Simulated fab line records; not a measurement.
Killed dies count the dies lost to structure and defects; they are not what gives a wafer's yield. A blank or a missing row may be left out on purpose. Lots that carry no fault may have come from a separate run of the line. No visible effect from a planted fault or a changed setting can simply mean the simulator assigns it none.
Matching of chambers | flow gf180mcu | GF_V4_CMP_26 on cmp-02 has 4 sister chambers
The step polishes, stops on SiO2, t overpolish 15 s, target thk 0 nm. 4 wafers are shown with their chamber, then 7 later ones without.

EACH WAFER AND ITS CHAMBER
wafer  | chamber | motor-current-A (A)
L108.3 | 1       | 10.0
L111.3 | 0       | 11.5
L112.1 | 3       | 11.6
L112.2 | 2       | 13.7

WAFERS WHOSE CHAMBER IS MISSING
wafer  | motor-current-A (A)
L112.3 | 9.7
L113.3 | 11.3
L113.5 | 14.5
L113.6 | 9.7
L118.3 | 10.7
L118.4 | 15.0
L118.6 | 9.2

EACH ONE'S CHAMBER
wafer  | from the rows above          | in truth
L112.3 | 1                            | 1
L113.3 | can't be placed: 0 or 3 or 1 | 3
L113.5 | 2                            | 2
L113.6 | 1                            | 1
L118.3 | can't be placed: 1 or 0 or 3 | 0
L118.4 | 2                            | 2
L118.6 | 1                            | 1
Placed correctly: 5 of 7. These rows do not allow placing 2 (true chamber among the candidates in 2). Wrongly placed: 0.
How it was worked out, from the rows above alone: a wafer's distance from a chamber is the root of the sum, over the readings, of the square of ((its reading less the chamber's mean) divided by the reading's scatter). If the next closest chamber is less than 2 further off than the closest, the wafer can't be placed; otherwise it belongs to the closest. For every chamber, the mean is computed from those of its wafers that are shown. The scatter (one wafer shown for each chamber): square how far every hidden wafer sits from the nearest shown wafer, average those squares and take the square root.
